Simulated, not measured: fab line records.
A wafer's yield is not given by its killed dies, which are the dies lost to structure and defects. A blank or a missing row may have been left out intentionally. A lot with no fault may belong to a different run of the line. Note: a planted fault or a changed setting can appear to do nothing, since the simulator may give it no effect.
fab line records	flow sky130
record: lots: 11	wafers: 33	last_day: 50
route steps=708 shown VIA2@509 PAD_OPEN@708
lots that met no fault: from a run of the same line without faults
start_h: hours from the record's opening day to when the first of the lot's shown wafers began	wait_h: hours from the lot's prior step to this one	" unchanged from the row above	L1.1+2: one row covering several wafers at once	- value missing, or start not given	* or withheld: withheld	< > ~ a bound
route shown NAME@n: NAME is a module with steps in the file, n the number in the route of the first one	usual: mean and standard deviation over wafers with no fault	same: alike in all rows	chamber/n: place in a boat	sites: readings site by site	_std_site: standard deviation across them	_edge_site: outer sites' mean less inner sites'	radius_mm: how far each site lies from the wafer's centre	mask NAME#n: copy n	behind: the last tool/chamber to shape the wafer	hold: why the lot was held/for how many hours/how that ended	device: the transistor (n, p or np) that didn't switch	end of line: the same wafers' tests at the end of the route	for a step that has no rows: nothing shown but its recipe	killed: at the first sort, the dies lost to defects and structure; wafer yield is something else	map: dies across one wafer; x = killed, . = not, _ = none there
set.NAME: the run value of the setting; set.NAME@STEP: its run value at that earlier step	model.NAME: the simulator's own value behind a step, which no gauge read
route steps across a sampled set of lots; one table per step, one row per wafer
services: when a tool's chamber went out of use (start_h, in hours from the record's first day, below 0 if earlier), for how many hours, and the reason
== steps ==
step: SKY_VIA2_CMP_02
recipe: material: SiO2	down_force_psi: 4	platen_rpm: 60	pad_velocity_m_s: 0.94248
usual: edge_zone_pressure_frac: 1.000/0.0045	motor_current_A: 11.5/0.94	retaining_ring_pressure_frac: 1.000/0.0055
lot.wafer	tool	chamber	start_h	wait_h	edge_zone_pressure_frac	motor_current_A	retaining_ring_pressure_frac
L901.3	cmp-02	0	823.20	0.1	1.000	10.4	1.002
L901.2	"	1	"	"	1.009	11.7	1.000
L901.5	"	0	"	"	1.000	10.3	1.013
L904.3	cmp-01	1	837.93	0.0	1.003	9.9	1.001
L904.1	"	2	"	"	0.992	10.8	1.008
L904.6	"	2	"	"	0.994	10.3	1.001
L905.2	cmp-01	2	861.39	0.1	0.995	9.9	1.007
L905.1	"	3	"	"	0.998	12.4	1.003
L905.5	"	0	"	"	0.994	13.0	0.999
L907.4	cmp-02	0	870.33	0.0	1.003	10.6	0.991
L907.3	"	2	"	"	1.005	12.0	0.996
L907.1	"	3	"	"	0.997	12.0	1.000
L915.2	cmp-02	1	928.15	0.0	1.010	12.3	1.001
L915.4	"	3	"	"	0.997	11.3	1.002
L915.5	"	1	"	"	1.008	12.2	0.989
L916.3	cmp-01	0	930.63	0.0	1.002	13.2	1.004
L916.2	"	3	"	"	1.001	11.6	0.996
L916.6	"	0	"	"	0.998	13.0	0.995
L917.4	cmp-02	2	941.65	0.1	0.995	12.0	1.005
L917.2	"	0	"	"	1.002	10.5	1.003
L917.5	"	2	"	"	0.993	12.5	0.991
L918.4	cmp-02	2	948.09	0.0	0.997	12.3	0.996
L918.6	"	2	"	"	1.001	12.1	1.000
L918.5	"	3	"	"	1.006	11.9	0.999
L920.1	cmp-01	0	962.20	0.1	1.004	12.9	1.000
L920.5	"	0	"	"	0.999	12.6	1.002
L920.6	"	1	"	"	1.002	10.3	0.996
L921.2	cmp-01	0	967.64	0.0	1.005	12.1	0.991
L921.3	"	1	"	"	0.997	10.8	0.999
L921.1	"	3	"	"	1.004	12.1	1.003
L923.2	cmp-02	2	979.30	0.1	1.003	12.7	1.001
L923.4	"	0	"	"	1.002	10.2	1.004
L923.6	"	2	"	"	1.001	11.8	0.993
step: SKY_VIA2_BOW_MEAS_03
recipe: mode: bow
usual: VIA2_BOW: 85/6.7
lot.wafer	tool	chamber	start_h	wait_h	VIA2_BOW[um]
L901.2	film_metro-04	-	823.47	0.2	91
L901.3	"	-	"	"	97
L901.5	"	-	"	"	95
L904.1	film_metro-01	-	838.23	0.2	82
L904.3	"	-	"	"	90
L904.6	"	-	"	"	85
L905.1	film_metro-02	-	861.59	0.1	74
L905.2	"	-	"	"	80
L905.5	"	-	"	"	84
L907.1	film_metro-04	-	870.63	0.1	83
L907.3	"	-	"	"	79
L907.4	"	-	"	"	80
L915.2	film_metro-04	-	928.47	0.3	79
L915.4	"	-	"	"	92
L915.5	"	-	"	"	82
L916.2	film_metro-04	-	930.95	0.1	80
L916.3	"	-	"	"	78
L916.6	"	-	"	"	92
L917.2	film_metro-04	-	941.92	0.1	75
L917.4	"	-	"	"	81
L917.5	"	-	"	"	80
L918.4	film_metro-01	-	948.45	0.3	91
L918.5	"	-	"	"	94
L918.6	"	-	"	"	90
L920.1	film_metro-04	-	962.50	0.2	91
L920.5	"	-	"	"	95
L920.6	"	-	"	"	98
L921.1	film_metro-04	-	967.94	0.1	81
L921.2	"	-	"	"	88
L921.3	"	-	"	"	90
L923.2	film_metro-01	-	979.57	0.2	75
L923.4	"	-	"	"	76
L923.6	"	-	"	"	80
step: SKY_VIA2_ETCH_15
recipe: target: SiO2	chemistry: C4F8/O2/Ar	target_depth_nm: 546	stop_on: TiN	mask_material: KrF-thick	source_w: 1500	bias_w: 1200	pressure_mtorr: 40	c4f8_flow_sccm: withheld	O2_flow_sccm: 6	Ar_flow_sccm: 300	time_s: 84
usual: bias_w: 1200/3.2	oes_product_au: 0.940/0.005
lot.wafer	tool	chamber	start_h	wait_h	bias_w	oes_product_au	rf_hours_counter_h
L901.2	rie_diel-04	1	849.93	0.0	1202	0.943	3
L901.3	"	2	"	"	1195	0.942	5
L901.5	"	1	"	"	1201	0.929	-
L904.1	rie_diel-03	1	864.06	0.0	1198	0.938	0
L904.3	"	0	"	"	1208	0.940	26
L904.6	"	1	"	"	1198	0.943	-
L905.1	rie_diel-04	2	887.28	0.0	1195	0.936	7
L905.2	"	1	"	"	1197	0.936	4
L905.5	"	0	"	"	1197	0.945	-
L907.1	rie_diel-03	3	896.71	0.0	1200	0.945	14
L907.3	"	1	"	"	1205	0.938	1
L907.4	"	0	"	"	1202	0.940	27
L915.2	rie_diel-04	1	954.38	0.0	1717	0.937	6
L915.4	"	2	"	"	1725	0.948	9
L915.5	"	3	"	"	1719	0.940	-
L916.2	rie_diel-04	1	956.51	0.0	1721	0.933	6
L916.3	"	2	"	"	1720	0.936	9
L916.6	"	0	"	"	1719	0.936	-
L917.2	rie_diel-01	3	967.56	0.0	1202	0.933	18
L917.4	"	3	"	"	1203	0.937	-
L917.5	"	1	"	"	1196	0.937	-
L918.4	rie_diel-03	0	973.48	0.0	1198	0.936	0
L918.5	"	0	"	"	1205	0.946	-
L918.6	"	3	"	"	1203	0.931	-
L920.1	rie_diel-01	0	987.32	0.0	1203	0.944	14
L920.5	"	1	"	"	1206	0.940	-
L920.6	"	2	"	"	1207	0.941	-
L921.1	rie_diel-01	2	992.23	0.0	1207	0.940	0
L921.2	"	1	"	"	1195	0.928	19
L921.3	"	0	"	"	1200	0.938	14
L923.2	rie_diel-03	1	1004.11	0.0	1206	0.946	5
L923.4	"	3	"	"	1197	0.937	18
L923.6	"	3	"	"	1198	0.939	-
step: SKY_VIA2_STRIP_16
recipe: chemistry: O2/N2	power_w: 1400	pressure_mtorr: 1500	platen_temp_c: withheld	o2_flow_sccm: 3000	n2_flow_sccm: 300	overash_fraction: 0.5
usual: drypump_motor_current_A: 5.5/0.34	o2_flow_sccm: 3000/9.5	oes_product_au: 0.400/0.0049	strip_time_to_endpoint_s: 4.06/0.033
lot.wafer	tool	chamber	start_h	wait_h	drypump_motor_current_A	o2_flow_sccm	oes_product_au	rf_hours_counter_h	strip_time_to_endpoint_s
L901.2	plasma_asher-04	0	849.99	0.0	5.3	3000	0.401	10	4.08
L901.3	"	0	"	"	5.3	2995	0.397	-	4.07
L901.5	"	0	"	"	5.3	3003	0.403	-	4.14
L904.1	plasma_asher-02	0	864.13	0.0	5.5	2994	0.397	43	4.04
L904.3	"	1	"	"	5.4	3012	0.396	-	4.07
L904.6	"	0	"	"	5.5	3005	0.400	-	4.03
L905.1	plasma_asher-04	0	887.34	0.0	5.3	3003	0.403	14	4.08
L905.2	"	1	"	"	5.3	3003	0.405	14	4.10
L905.5	"	1	"	"	5.3	2990	0.407	-	4.03
L907.1	plasma_asher-03	0	896.78	0.0	6.5	3000	0.400	107	4.03
L907.3	"	1	"	"	5.3	2996	0.394	-	4.01
L907.4	"	0	"	"	6.5	3012	0.400	-	4.04
L915.2	plasma_asher-03	0	954.44	0.0	6.4	3000	0.395	113	3.94
L915.4	"	1	"	"	5.3	2990	0.391	-	3.95
L915.5	"	0	"	"	6.5	2987	0.399	-	3.89
L916.2	plasma_asher-04	0	956.58	0.0	5.3	2992	0.393	21	3.97
L916.3	"	1	"	"	5.4	3001	0.398	-	3.96
L916.6	"	1	"	"	5.3	3026	0.383	-	3.88
L917.2	plasma_asher-03	1	967.63	0.0	5.3	2997	0.402	113	4.06
L917.4	"	0	"	"	6.5	3011	0.400	-	4.09
L917.5	"	0	"	"	6.5	3011	0.399	-	4.08
L918.4	plasma_asher-02	0	973.58	0.1	5.5	3003	0.400	-	4.08
L918.5	"	1	"	"	5.4	2993	0.394	-	4.08
L918.6	"	0	"	"	5.5	2990	0.394	-	4.06
L920.1	plasma_asher-04	0	987.38	0.0	5.3	2995	0.395	24	3.98
L920.5	"	1	"	"	5.3	2994	0.403	-	4.05
L920.6	"	0	"	"	5.3	2978	0.401	-	4.08
L921.1	plasma_asher-03	1	992.29	0.0	5.4	2998	0.402	116	4.06
L921.2	"	0	"	"	6.4	3006	0.400	116	4.04
L921.3	"	1	"	"	5.3	3003	0.403	-	4.02
L923.2	plasma_asher-02	1	1004.18	0.0	5.4	3009	0.397	57	4.06
L923.4	"	1	"	"	5.4	3001	0.399	-	4.07
L923.6	"	1	"	"	5.4	3012	0.391	-	4.07
step: SKY_VIA2_CVD_21
recipe: material: W	target_thk_nm: 420	time_s: 126.4	temp_c: 400	pressure_torr: 40
usual: heater_power_outer_w: 537/71	heater_power_w: 865/90	susceptor_temp_C: 400.01/0.23
lot.wafer	tool	chamber	start_h	wait_h	heater_power_outer_w	heater_power_w	susceptor_temp_C
L901.2	cvd_w-01	0	850.65	0.0	496	872	399.79
L901.3	"	1	"	"	493	774	399.97
L901.5	"	1	"	"	477	777	400.14
L904.1	cvd_w-01	0	864.78	0.0	505	859	399.86
L904.3	"	1	"	"	485	792	400.39
L904.6	"	1	"	"	477	786	400.37
L905.1	cvd_w-02	0	888.00	0.0	518	803	400.01
L905.2	"	1	"	"	640	1027	400.03
L905.5	"	1	"	"	667	1013	400.12
L907.1	cvd_w-02	0	897.47	0.0	520	831	400.42
L907.3	"	0	"	"	505	800	400.11
L907.4	"	1	"	"	655	1008	399.86
L915.2	cvd_w-01	0	955.14	0.0	451	835	400.12
L915.4	"	0	"	"	480	814	399.82
L915.5	"	1	"	"	498	803	400.22
L916.2	cvd_w-01	0	957.23	0.0	474	843	399.90
L916.3	"	1	"	"	487	793	399.86
L916.6	"	0	"	"	462	830	400.03
L917.2	cvd_w-01	1	968.28	0.0	499	781	399.82
L917.4	"	0	"	"	479	831	399.69
L917.5	"	1	"	"	489	783	399.92
L918.4	cvd_w-02	0	974.24	0.1	514	838	400.27
L918.5	"	0	"	"	531	804	399.90
L918.6	"	1	"	"	658	1002	399.92
L920.1	cvd_w-01	0	988.09	0.0	465	810	399.96
L920.5	"	1	"	"	490	793	400.02
L920.6	"	0	"	"	471	830	400.00
L921.1	cvd_w-02	0	992.95	0.0	529	814	400.05
L921.2	"	1	"	"	657	996	400.26
L921.3	"	0	"	"	538	824	400.42
L923.2	cvd_w-02	1	1004.83	0.0	676	1019	400.52
L923.4	"	1	"	"	662	1023	400.13
L923.6	"	1	"	"	661	1021	400.20
step: SKY_PAD_OPEN_PROBE_99
usual: defect_limited_yield: 82.9/1.7	killed_at_M0_to_M3: 42/6.1	killed_at_M4_up: 3.4/2	killed_at_contacts: 23/4.8	killed_at_front_end: 15/3.8	killed_at_other: 0.3/0.48	killed_dies: 84/8.5	killed_open: 46/6.8	killed_short: 38/6.2	sort_bin_3_pad_short: 0.8/0.42	sort_bin_5_function: 10.1/1.4	sort_bin_6_memory: 6.2/0.99	sort_n_pass: 408/8.5	sort_yield_pct: 82.9/1.7
same: gross_dies: 492	killed_at_back_side: 0	sort_bin_4_leakage[%]: 0	sort_bin_8_speed[%]: 0
lot.wafer	tool	chamber	start_h	wait_h	defect_limited_yield[%]	killed_at_M0_to_M3	killed_at_M4_up	killed_at_contacts	killed_at_front_end	killed_at_other	killed_dies	killed_open	killed_short	sort_bin_3_pad_short[%]	sort_bin_5_function[%]	sort_bin_6_memory[%]	sort_n_pass	sort_yield_pct[%]
L915.2	prober-01	-	1161.12	0.1	82.5	44	3	24	15	0	86	53	33	0.4	10.8	6.3	406	82.5
L915.4	prober-01	-	1161.22	0.2	83.5	44	3	20	14	0	81	37	44	0.4	10.0	6.1	411	83.5
L915.5	prober-01	-	1161.27	0.2	80.9	56	5	22	11	0	94	45	49	1.4	10.4	7.3	398	80.9
L916.3	prober-02	-	1162.72	0.2	83.1	35	2	17	27	2	83	45	37	1.0	9.8	6.1	409	83.1
L916.6	prober-02	-	1162.87	0.2	81.1	40	3	31	18	1	93	58	34	0.4	13.2	5.3	399	81.1
killed by level:class
L915.2 VIA1:geometric_particle:open=15 CONTACT:geometric_particle:open=14 VIA2:geometric_particle:open=8 CONTACT:geometric_particle:short=6 FIELD_ISO:geometric_particle:short=5 VIA2:geometric_particle:short=4 FIELD_ISO:geometric_particle:open=3 VIA1:geometric_particle:short=3
L915.4 CONTACT:geometric_particle:short=9 VIA1:geometric_particle:open=9 VIA3:geometric_particle:open=8 VIA1:geometric_particle:short=6 METAL1:geometric_particle:short=5 FIELD_ISO:geometric_particle:open=4 CONTACT:geometric_particle:open=4 VIA2:geometric_particle:short=4
L915.5 VIA1:geometric_particle:open=13 VIA1:geometric_particle:short=9 CONTACT:geometric_particle:open=8 VIA3:geometric_particle:open=8 VIA2:geometric_particle:open=6 VIA3:geometric_particle:short=6 LI_CONTACT:geometric_particle:open=5 LOCAL_INTERCONNECT:geometric_particle:short=5
L916.3 VIA1:geometric_particle:open=10 FIELD_ISO:geometric_particle:short=8 CONTACT:geometric_particle:open=7 FIELD_ISO:geometric_particle:open=5 POLY_GATE:geometric_particle:open=5 METAL2:geometric_particle:short=5 POLY_GATE:geometric_particle:short=4 LI_CONTACT:geometric_particle:open=4
L916.6 CONTACT:geometric_particle:open=15 VIA3:geometric_particle:open=9 VIA1:geometric_particle:open=6 VIA2:geometric_particle:open=6 FIELD_ISO:geometric_particle:open=5 LOCAL_INTERCONNECT:geometric_particle:short=5 METAL1:geometric_particle:short=5 LI_CONTACT:geometric_particle:open=4
== services ==
tool	chamber	start_h	hours	kind
cmp-01	-	802.97	4.3	repair
rie_diel-03	3	811.32	18.7	repair
cmp-02	-	815.23	2.9	pm
rie_diel-03	-	841.62	0.8	repair
cmp-02	-	844.32	3.1	repair
cmp-01	-	853.38	0.8	repair
cmp-01	-	860.90	0.3	repair
cvd_w-01	1	870.33	4.2	repair
cvd_w-02	-	890.33	4.3	pm
rie_diel-01	2	897.63	7.3	repair
plasma_asher-03	-	899.40	1.0	repair
rie_diel-03	-	902.65	15.6	pm
cvd_w-01	-	904.00	14.0	pm
rie_diel-01	1	908.34	7.2	repair
cmp-01	-	912.00	4.0	pm
rie_diel-04	3	912.33	5.2	repair
rie_diel-03	1	928.77	10.6	repair
cvd_w-01	-	933.72	2.8	pm
cmp-01	-	947.38	4.5	repair
plasma_asher-03	-	956.80	7.0	pm
cmp-02	-	960.10	1.4	repair
rie_diel-04	1	961.85	9.1	repair
cmp-02	-	970.12	1.0	repair
cmp-02	-	986.37	7.9	pm
== key ==
first_sign: step: SKY_VIA2_ETCH_15	reading: bias_w	direction: up	sigmas: 99+	usual: 1200	struck: 1720
effect: step: SKY_VIA2_STRIP_16	reading: strip_time_to_endpoint_s	direction: down	sigmas: 3.7	usual: *	struck: *
met_at SKY_VIA2_ETCH_15
struck_lots L915,L916
not_acting_at SKY_VIA2_CMP_02,SKY_VIA2_BOW_MEAS_03,SKY_VIA2_CVD_21
onset_between 887.28 954.38
fault: kind: process_parameter_drift	tool: rie_diel-04	chamber: -	onset_h: 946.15	steps: SKY_VIA2_ETCH_15	channel: bias_w	offset: 520.02	shape: step	end_h: 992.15	acts_in: these_recipes_only	stated: 1200
